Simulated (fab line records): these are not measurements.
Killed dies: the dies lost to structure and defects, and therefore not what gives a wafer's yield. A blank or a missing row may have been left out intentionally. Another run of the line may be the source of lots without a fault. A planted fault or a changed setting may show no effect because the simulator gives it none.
fab line records	flow sky130
record: lots: 12	wafers: 36	lastDay: 50
route steps=708 shown VIA1@478 METAL2@487 VIA2@522 CAPM@549 PAD_OPEN@708
lots that met no fault: from a run of the same line without faults
startH: hours from the record's first day to the start of the lot's first wafer shown	waitH: hours since the lot's step before	" repeats the value in the row above	L1.1+2: a row that stands for several wafers	- either no value or no given start	* or withheld: withheld	< > ~ a bound
route shown NAME@n: NAME is a module with steps in the file, n the number in the route of the first one	usual: mean/standard deviation of fault-free wafers	same: alike in all rows	chamber/n: place in a boat	sites: per-site readings	_std_site: standard deviation of those values	_edge_site: inner sites' mean taken away from outer sites' mean	radiusMm: how far each site lies from the wafer's centre	mask NAME#n: copy n	behind: the most recent tool/chamber to have shaped the wafer	hold: cause of the lot's hold/its duration in hours/its outcome	device: which transistor (n, p or np) failed to switch	end of line: tests of these same wafers at the route's end	for a step that has no rows: nothing shown but its recipe	killed: count of dies lost to structure and defects at first sort (not the wafer's yield)	map: a wafer's dies, marking killed ones x, the rest . and places with no die _
set.NAME: the run value of the setting; set.NAME@STEP: its run value at that earlier step	model.NAME: the simulator's own value behind a step, which no gauge read
route steps across a sampled set of lots; one table per step, one row per wafer
services: from which hour (startH, from the record's first day; less than 0 if before it) a tool's chamber was out of use, for how many hours, and why
== steps ==
step: SKY_VIA1_SPUTTER_20
recipe: material: TiN	targetThkNm: 20	chamberPressurePa: 5	powerW: 4000	timeS: 80
usual: throttleValvePct: 29.5/1.1
lot.wafer	tool	chamber	startH	waitH	throttleValvePct
L217.2	pvdSputter-04	-	786.42	0.0	27.4
L217.3	"	-	"	"	29.9
L217.5	"	-	"	"	27.3
L219.1	pvdSputter-01	-	801.45	0.0	30.9
L219.4	"	-	"	"	29.1
L219.5	"	-	"	"	29.7
L220.1	pvdSputter-04	-	819.52	0.0	30.4
L220.2	"	-	"	"	29.9
L220.3	"	-	"	"	27.4
L230.4	pvdSputter-01	-	891.61	0.0	31.0
L230.5	"	-	"	"	29.4
L230.6	"	-	"	"	30.8
L231.1	pvdSputter-01	-	896.20	0.0	31.4
L231.5	"	-	"	"	31.2
L231.6	"	-	"	"	31.2
L232.2	pvdSputter-03	-	897.42	0.0	29.5
L232.4	"	-	"	"	29.7
L232.5	"	-	"	"	27.8
L233.1	pvdSputter-03	-	906.58	0.0	29.5
L233.2	"	-	"	"	30.2
L233.6	"	-	"	"	29.7
L234.1	pvdSputter-03	-	913.38	0.0	27.6
L234.3	"	-	"	"	29.5
L234.5	"	-	"	"	30.0
L238.2	pvdSputter-03	-	955.02	0.0	29.6
L238.5	"	-	"	"	29.8
L238.6	"	-	"	"	27.9
L239.1	pvdSputter-03	-	956.04	0.0	27.3
L239.3	"	-	"	"	30.2
L239.5	"	-	"	"	29.6
L237.1	pvdSputter-04	-	958.73	0.0	27.6
L237.4	"	-	"	"	29.0
L237.5	"	-	"	"	29.9
L240.2	pvdSputter-01	-	962.34	0.0	31.0
L240.3	"	-	"	"	29.2
L240.5	"	-	"	"	31.1
step: SKY_METAL2_SPUTTER_04
recipe: material: TiN	targetThkNm: 70	powerW: 6500	timeS: 58.3	chamberPressurePa: 0.4
usual: throttleValvePct: 29.5/1.2
lot.wafer	tool	chamber	startH	waitH	throttleValvePct
L217.2	pvdSputter-02	-	787.14	0.0	30.4
L217.3	"	-	"	"	28.4
L217.5	"	-	"	"	28.5
L219.1	pvdSputter-03	-	802.17	0.0	30.3
L219.4	"	-	"	"	29.7
L219.5	"	-	"	"	29.7
L220.1	pvdSputter-04	-	820.24	0.0	30.3
L220.2	"	-	"	"	29.8
L220.3	"	-	"	"	29.0
L230.4	pvdSputter-03	-	892.33	0.0	29.6
L230.5	"	-	"	"	29.8
L230.6	"	-	"	"	29.5
L231.1	pvdSputter-04	-	896.93	0.0	29.4
L231.5	"	-	"	"	30.4
L231.6	"	-	"	"	29.1
L232.2	pvdSputter-02	-	898.14	0.0	28.3
L232.4	"	-	"	"	32.0
L232.5	"	-	"	"	30.7
L233.1	pvdSputter-04	-	907.31	0.0	29.3
L233.2	"	-	"	"	30.4
L233.6	"	-	"	"	29.1
L234.1	pvdSputter-04	-	914.25	0.0	30.6
L234.3	"	-	"	"	29.8
L234.5	"	-	"	"	30.0
L238.2	pvdSputter-04	-	955.75	0.0	30.7
L238.5	"	-	"	"	27.8
L238.6	"	-	"	"	29.7
L239.1	pvdSputter-02	-	956.76	0.0	28.5
L239.3	"	-	"	"	30.7
L239.5	"	-	"	"	32.3
L237.1	pvdSputter-04	-	959.46	0.0	27.4
L237.4	"	-	"	"	29.8
L237.5	"	-	"	"	27.5
L240.2	pvdSputter-04	-	963.06	0.0	29.9
L240.3	"	-	"	"	29.2
L240.5	"	-	"	"	29.0
step: SKY_VIA2_ETCH_15
recipe: target: SiO2	chemistry: C4F8/O2/Ar	targetDepthNm: 546	stopOn: TiN	maskMaterial: KrF-thick	sourceW: 1500	biasW: 1200	pressureMtorr: 40	c4f8FlowSccm: withheld	O2_flow_sccm: 6	Ar_flow_sccm: 300	timeS: 84
usual: biasW: 1200/3.4	chamberPressureMTorr: 40.00/0.036	oesProductAu: 0.940/0.0052
lot.wafer	tool	chamber	startH	waitH	biasW	chamberPressureMTorr	oesProductAu	rfHoursCounterH
L217.2	rieDiel-04	3	842.05	0.0	1202	39.97	0.947	16
L217.3	"	2	"	"	1201	39.98	0.941	6
L217.5	"	0	"	"	1201	39.98	0.936	-
L219.1	rieDiel-01	1	855.90	0.0	1204	40.04	0.938	2
L219.4	"	3	"	"	1200	39.93	0.942	26
L219.5	"	3	"	"	1201	39.97	0.942	-
L220.1	rieDiel-04	0	874.22	0.0	1202	39.96	0.937	17
L220.2	"	3	"	"	1200	40.00	0.939	17
L220.3	"	1	"	"	1198	40.06	0.939	8
L230.4	rieDiel-03	2	943.70	0.0	1193	39.98	0.943	11
L230.5	"	3	"	"	1197	39.98	0.940	-
L230.6	"	2	"	"	1196	40.04	0.949	-
L231.1	rieDiel-03	0	948.07	0.0	-	-	-	-
L231.5	"	3	"	"	-	-	-	-
L231.6	"	2	"	"	-	-	-	-
L232.2	rieDiel-04	0	949.61	0.0	-	-	-	-
L232.4	"	1	"	"	-	-	-	-
L232.5	"	3	"	"	-	-	-	-
L233.1	rieDiel-01	2	958.70	0.0	-	-	-	-
L233.2	"	0	"	"	-	-	-	-
L233.6	"	3	"	"	-	-	-	-
L234.1	rieDiel-01	0	965.11	0.0	1198	39.94	0.938	9
L234.3	"	2	"	"	1198	40.02	0.940	13
L234.5	"	1	"	"	1203	40.09	0.940	-
L238.2	rieDiel-03	3	1003.97	0.0	1197	39.98	0.938	20
L238.5	"	1	"	"	1200	40.03	0.941	-
L238.6	"	2	"	"	1203	39.96	0.938	-
L239.1	rieDiel-04	1	1005.81	0.0	1201	40.01	0.937	12
L239.3	"	2	"	"	1195	39.99	0.937	10
L239.5	"	0	"	"	1202	39.97	0.944	-
L237.1	rieDiel-03	2	1007.97	0.0	1199	39.99	0.942	13
L237.4	"	3	"	"	1199	39.91	0.940	20
L237.5	"	3	"	"	1202	39.99	0.938	-
L240.2	rieDiel-03	3	1011.85	0.0	1196	39.97	0.947	21
L240.3	"	2	"	"	1199	40.03	0.943	13
L240.5	"	3	"	"	1200	39.97	0.932	-
step: SKY_VIA2_STRIP_16
recipe: chemistry: O2/N2	powerW: 1400	pressureMtorr: 1500	platenTempC: withheld	o2FlowSccm: 3000	n2FlowSccm: 300	overashFraction: 0.5
usual: drypumpMotorCurrentA: 5.5/0.37	oesProductAu: 0.399/0.0053	stripTimeToEndpointS: 4.05/0.033
lot.wafer	tool	chamber	startH	waitH	drypumpMotorCurrentA	oesProductAu	rfHoursCounterH	stripTimeToEndpointS
L217.2	plasmaAsher-02	1	842.11	0.0	5.8	0.401	10	4.03
L217.3	"	1	"	"	5.8	0.394	-	4.01
L217.5	"	1	"	"	5.8	0.391	-	4.04
L219.1	plasmaAsher-01	0	855.96	0.0	5.7	0.408	41	4.12
L219.4	"	1	"	"	4.9	0.395	-	4.09
L219.5	"	0	"	"	5.7	0.401	-	4.10
L220.1	plasmaAsher-01	1	874.28	0.0	5.0	0.407	43	4.02
L220.2	"	0	"	"	5.7	0.395	43	4.01
L220.3	"	1	"	"	5.0	0.398	-	4.10
L230.4	plasmaAsher-01	1	943.80	0.1	5.0	0.398	-	4.05
L230.5	"	1	"	"	5.0	0.395	-	4.03
L230.6	"	0	"	"	5.7	0.408	-	4.05
L231.1	plasmaAsher-02	0	948.13	0.0	5.7	0.440	22	5.18
L231.5	"	0	"	"	5.7	0.445	-	5.19
L231.6	"	1	"	"	5.8	0.447	-	5.19
L232.2	plasmaAsher-02	0	949.67	0.0	5.7	0.440	22	5.20
L232.4	"	0	"	"	5.7	0.447	-	5.21
L232.5	"	0	"	"	5.7	0.446	-	5.18
L233.1	plasmaAsher-01	1	958.76	0.0	5.0	0.446	52	5.20
L233.2	"	0	"	"	5.7	0.448	52	5.21
L233.6	"	0	"	"	5.7	0.445	-	5.21
L234.1	plasmaAsher-03	0	965.17	0.0	6.1	0.400	79	4.02
L234.3	"	0	"	"	6.1	0.396	-	4.04
L234.5	"	0	"	"	6.1	0.396	-	4.11
L238.2	plasmaAsher-01	0	1004.03	0.0	5.7	0.399	57	4.03
L238.5	"	0	"	"	5.7	0.403	-	4.08
L238.6	"	1	"	"	5.0	0.401	-	4.08
L239.1	plasmaAsher-01	1	1005.87	0.0	5.0	0.407	57	4.10
L239.3	"	1	"	"	4.9	0.393	-	4.04
L239.5	"	0	"	"	5.7	0.405	-	4.06
L237.1	plasmaAsher-03	0	1008.03	0.0	6.1	0.393	83	4.07
L237.4	"	0	"	"	6.1	0.404	-	4.07
L237.5	"	0	"	"	6.1	0.396	-	4.06
L240.2	plasmaAsher-03	1	1011.91	0.0	5.1	0.401	83	4.07
L240.3	"	1	"	"	5.1	0.396	-	4.06
L240.5	"	1	"	"	5.1	0.394	-	4.06
step: SKY_CAPM_OVL_MEAS_12
usual: CAPM_OVL: 0.7/1.2
lot.wafer	tool	chamber	startH	waitH	CAPM_OVL[nm]
L217.2	overlay-02	-	869.32	0.1	-0.5
L217.3	"	-	"	"	0.6
L217.5	"	-	"	"	0.3
L219.1	overlay-02	-	883.12	0.1	2.6
L219.4	"	-	"	"	1.2
L219.5	"	-	"	"	2.1
L220.1	overlay-02	-	900.86	0.1	0.4
L220.2	"	-	"	"	-0.2
L220.3	"	-	"	"	0.3
L230.4	overlay-01	-	969.08	0.1	2.3
L230.5	"	-	"	"	0.1
L230.6	"	-	"	"	0.8
L234.1	overlay-01	-	990.12	0.1	-1.5
L234.3	"	-	"	"	-1.0
L234.5	"	-	"	"	0.2
L238.2	overlay-02	-	1028.68	0.1	-0.1
L238.5	"	-	"	"	-0.1
L238.6	"	-	"	"	0.8
L239.1	overlay-01	-	1029.57	0.1	1.8
L239.3	"	-	"	"	2.3
L239.5	"	-	"	"	0.9
L237.1	overlay-01	-	1032.62	0.1	0.3
L237.4	"	-	"	"	0.1
L237.5	"	-	"	"	1.4
L240.2	overlay-02	-	1035.47	0.1	0.9
L240.3	"	-	"	"	1.8
L240.5	"	-	"	"	-1.1
step: SKY_PAD_OPEN_PROBE_99
usual: defectLimitedYield: 82.5/1.9	killed_at_M0_to_M3: 43/6.6	killed_at_M4_up: 3.0/1.8	killedAtContacts: 24/5.1	killedAtFrontEnd: 16/4.5	killedAtOther: 0.3/0.67	killedDies: 86/9.3	killedOnRim: 17/3.8	killedOpen: 47/6.9	killedShort: 39/6.6	sort_bin_3_pad_short: 0.9/0.41	sort_bin_5_function: 10.4/1.4	sort_bin_6_memory: 6.2/1.1	sortNPass: 406/9.3	sortYieldPct: 82.5/1.9
same: grossDies: 492	killedAtBackSide: 0	sort_bin_4_leakage[%]: 0	sort_bin_8_speed[%]: 0
lot.wafer	tool	chamber	startH	waitH	defectLimitedYield[%]	killed_at_M0_to_M3	killed_at_M4_up	killedAtContacts	killedAtFrontEnd	killedAtOther	killedDies	killedOnRim	killedOpen	killedShort	sort_bin_3_pad_short[%]	sort_bin_5_function[%]	sort_bin_6_memory[%]	sortNPass	sortYieldPct[%]
L217.2	prober-01	-	1069.13	0.1	84.3	47	5	12	13	0	77	9	45	32	0.4	7.9	7.3	415	84.3
L217.3	prober-01	-	1069.18	0.2	82.9	43	8	19	14	0	84	15	47	37	1.0	9.8	6.3	408	82.9
L217.5	prober-01	-	1069.28	0.2	85.6	37	2	19	13	0	71	21	36	35	0.6	8.9	4.9	421	85.6
L230.4	prober-01	-	1149.54	0.2	79.9	49	4	28	18	0	99	18	45	54	1.4	12.0	6.7	393	79.9
L230.5	prober-01	-	1149.59	0.2	84.3	38	2	21	16	0	77	19	43	34	0.8	8.5	6.3	415	84.3
L230.6	prober-01	-	1149.64	0.2	82.7	39	3	22	21	0	85	19	44	41	0.6	10.8	5.9	407	82.7
L231.1	prober-02	-	1152.44	0.1	0	449	4	25	14	0	492	96	49	32	0.8	93.3	5.9	0	0
L231.5	prober-02	-	1152.64	0.2	0	453	1	21	17	0	492	96	49	34	1.2	91.9	6.9	0	0
L231.6	prober-02	-	1152.69	0.2	0	451	2	23	16	0	492	96	51	40	0.4	94.1	5.5	0	0
L232.2	prober-01	-	1155.43	0.1	0	430	3	36	22	1	492	96	66	38	2.2	90.4	7.3	0	0
L232.4	prober-01	-	1155.53	0.2	0	434	3	25	30	0	492	96	56	54	0.8	89.6	9.6	0	0
L232.5	prober-01	-	1155.58	0.2	0	443	0	24	25	0	492	96	43	52	1.2	92.5	6.3	0	0
L233.1	prober-02	-	1165.54	0.1	0	460	4	19	9	0	492	96	45	28	0.2	93.7	6.1	0	0
L233.2	prober-02	-	1165.59	0.1	0	452	7	19	14	0	492	96	42	48	0.6	93.1	6.3	0	0
L233.6	prober-02	-	1165.79	0.2	0	451	4	25	11	1	492	96	53	38	0.8	92.7	6.5	0	0
killed by level:class
L217.2 VIA1:geometricParticle:open=14 LI_CONTACT:geometricParticle:open=7 VIA3:geometricParticle:open=7 VIA2:geometricParticle:open=6 METAL1:geometricParticle:short=5 VIA1:geometricParticle:short=5 POLY_GATE:geometricParticle:short=4 METAL4:geometricParticle:short=4
L217.3 CONTACT:geometricParticle:open=10 VIA1:geometricParticle:open=9 VIA2:geometricParticle:open=8 METAL1:geometricParticle:short=7 METAL4:geometricParticle:short=6 LI_CONTACT:geometricParticle:open=5 METAL2:geometricParticle:short=4 VIA3:geometricParticle:open=4
L217.5 VIA1:geometricParticle:open=9 VIA3:geometricParticle:open=7 METAL1:geometricParticle:short=6 LOCAL_INTERCONNECT:geometricParticle:short=5 CONTACT:geometricParticle:open=5 FIELD_ISO:geometricParticle:short=4 CONTACT:geometricParticle:short=4 POLY_GATE:geometricParticle:open=3
L230.4 CONTACT:geometricParticle:open=12 METAL2:geometricParticle:short=8 VIA2:geometricParticle:open=8 FIELD_ISO:geometricParticle:short=7 VIA2:geometricParticle:short=7 METAL1:geometricParticle:short=6 VIA1:geometricParticle:open=6 LI_CONTACT:geometricParticle:open=5
L230.5 CONTACT:geometricParticle:open=8 VIA2:geometricParticle:open=8 VIA3:geometricParticle:open=7 POLY_GATE:geometricParticle:short=6 VIA2:geometricParticle:short=6 CONTACT:geometricParticle:short=5 POLY_GATE:geometricParticle:open=4 LI_CONTACT:geometricParticle:open=4
L230.6 VIA1:geometricParticle:open=9 POLY_GATE:geometricParticle:open=6 CONTACT:geometricParticle:open=6 VIA2:geometricParticle:short=6 FIELD_ISO:geometricParticle:open=5 POLY_GATE:geometricParticle:short=5 METAL2:geometricParticle:short=5 VIA3:geometricParticle:open=5
L231.1 VIA2:areaEtch=411 CONTACT:geometricParticle:open=10 VIA1:geometricParticle:open=9 VIA2:geometricParticle:open=9 VIA3:geometricParticle:open=8 LI_CONTACT:geometricParticle:open=7 FIELD_ISO:geometricParticle:short=5 POLY_GATE:geometricParticle:short=4
L231.5 VIA2:areaEtch=408 VIA1:geometricParticle:open=13 CONTACT:geometricParticle:open=7 VIA2:geometricParticle:open=7 LI_CONTACT:geometricParticle:open=5 POLY_GATE:geometricParticle:short=5 CONTACT:geometricParticle:short=5 METAL1:geometricParticle:short=5
L231.6 VIA2:areaEtch=401 CONTACT:geometricParticle:open=13 VIA2:geometricParticle:open=10 VIA3:geometricParticle:open=7 VIA1:geometricParticle:short=7 POLY_GATE:geometricParticle:short=6 METAL1:geometricParticle:short=6 LI_CONTACT:geometricParticle:open=5
L232.2 VIA2:areaEtch=387 CONTACT:geometricParticle:open=14 VIA1:geometricParticle:open=11 LI_CONTACT:geometricParticle:open=8 CONTACT:geometricParticle:short=8 METAL2:geometricParticle:short=7 VIA3:geometricParticle:open=7 POLY_GATE:geometricParticle:open=6
L232.4 VIA2:areaEtch=382 VIA1:geometricParticle:open=12 FIELD_ISO:geometricParticle:short=8 POLY_GATE:geometricParticle:short=8 CONTACT:geometricParticle:open=8 VIA3:geometricParticle:open=8 LOCAL_INTERCONNECT:geometricParticle:short=6 VIA2:geometricParticle:open=6
L232.5 VIA2:areaEtch=397 METAL2:geometricParticle:short=10 CONTACT:geometricParticle:open=10 METAL1:geometricParticle:short=8 FIELD_ISO:geometricParticle:short=7 FIELD_ISO:geometricParticle:open=7 VIA3:geometricParticle:open=7 LI_CONTACT:geometricParticle:open=6
L233.1 VIA2:areaEtch=419 CONTACT:geometricParticle:open=10 VIA3:geometricParticle:open=8 VIA1:geometricParticle:open=7 VIA2:geometricParticle:short=6 FIELD_ISO:geometricParticle:open=5 LI_CONTACT:geometricParticle:open=4 METAL2:geometricParticle:short=4
L233.2 VIA2:areaEtch=402 METAL1:geometricParticle:short=10 VIA1:geometricParticle:open=10 LI_CONTACT:geometricParticle:open=7 POLY_GATE:geometricParticle:short=6 VIA1:geometricParticle:short=6 METAL4:geometricParticle:short=6 CONTACT:geometricParticle:open=5
L233.6 VIA2:areaEtch=401 VIA1:geometricParticle:open=13 CONTACT:geometricParticle:open=8 METAL2:geometricParticle:short=7 LOCAL_INTERCONNECT:geometricParticle:short=7 METAL1:geometricParticle:short=7 VIA2:geometricParticle:open=7 VIA3:geometricParticle:open=7
== services ==
tool	chamber	startH	hours	kind
plasmaAsher-03	-	766.22	1.0	repair
rieDiel-03	0	784.59	11.3	repair
plasmaAsher-01	-	788.99	1.2	repair
rieDiel-01	0	795.23	2.7	repair
pvdSputter-04	-	803.63	4.1	repair
plasmaAsher-03	-	816.28	0.7	repair
rieDiel-03	1	816.81	5.8	repair
plasmaAsher-01	-	819.43	2.3	repair
pvdSputter-03	-	821.30	1.0	repair
rieDiel-01	-	825.19	2.8	pm
pvdSputter-03	-	844.45	10.9	repair
rieDiel-04	2	847.22	3.9	repair
pvdSputter-04	-	848.05	0.5	repair
rieDiel-04	2	879.70	11.7	repair
pvdSputter-01	-	880.90	1.8	repair
pvdSputter-04	-	885.90	6.6	repair
rieDiel-03	0	886.47	6.3	repair
pvdSputter-01	-	893.30	2.2	repair
rieDiel-03	2	903.91	3.3	repair
rieDiel-03	1	948.92	5.3	repair
rieDiel-04	3	959.72	10.0	repair
pvdSputter-04	-	964.62	3.7	repair
rieDiel-03	3	971.64	1.4	repair
rieDiel-04	1	1008.44	6.8	repair
== key ==
firstSign: step: SKY_VIA2_ETCH_15	reading: toolRecord	direction: missing
effect: step: SKY_VIA2_STRIP_16	reading: stripTimeToEndpointS	direction: up	sigmas: 34	usual: *	struck: *
effect: step: SKY_PAD_OPEN_PROBE_99	reading: killed_at_M0_to_M3	direction: up	sigmas: 61	usual: 43	struck: 447
moreKillsBornAt: SKY_VIA2_ETCH_15@rieDiel-01: 1222	SKY_VIA2_ETCH_15@rieDiel-03: 1220	SKY_VIA2_ETCH_15@rieDiel-04: 1166
metAt SKY_VIA2_ETCH_15
struckLots L231,L232,L233
laterRowsLeftOut L231.1,L231.5,L231.6,L232.2,L232.4,L232.5,L233.1,L233.2,L233.6
notActingAt SKY_VIA1_SPUTTER_20,SKY_METAL2_SPUTTER_04,SKY_CAPM_OVL_MEAS_12
onsetBetween 943.70 948.07
fault: kind: skippedStepWhole	tool: rieDiel-01,rieDiel-03,rieDiel-04	chamber: -	onsetH: 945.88	steps: SKY_VIA2_ETCH_15	scope: struckLotsOnly
laterRowsLeftOut: the simulator's readings of these wafers behind a module that went badly wrong aren't trusted and aren't shown, but for the sort
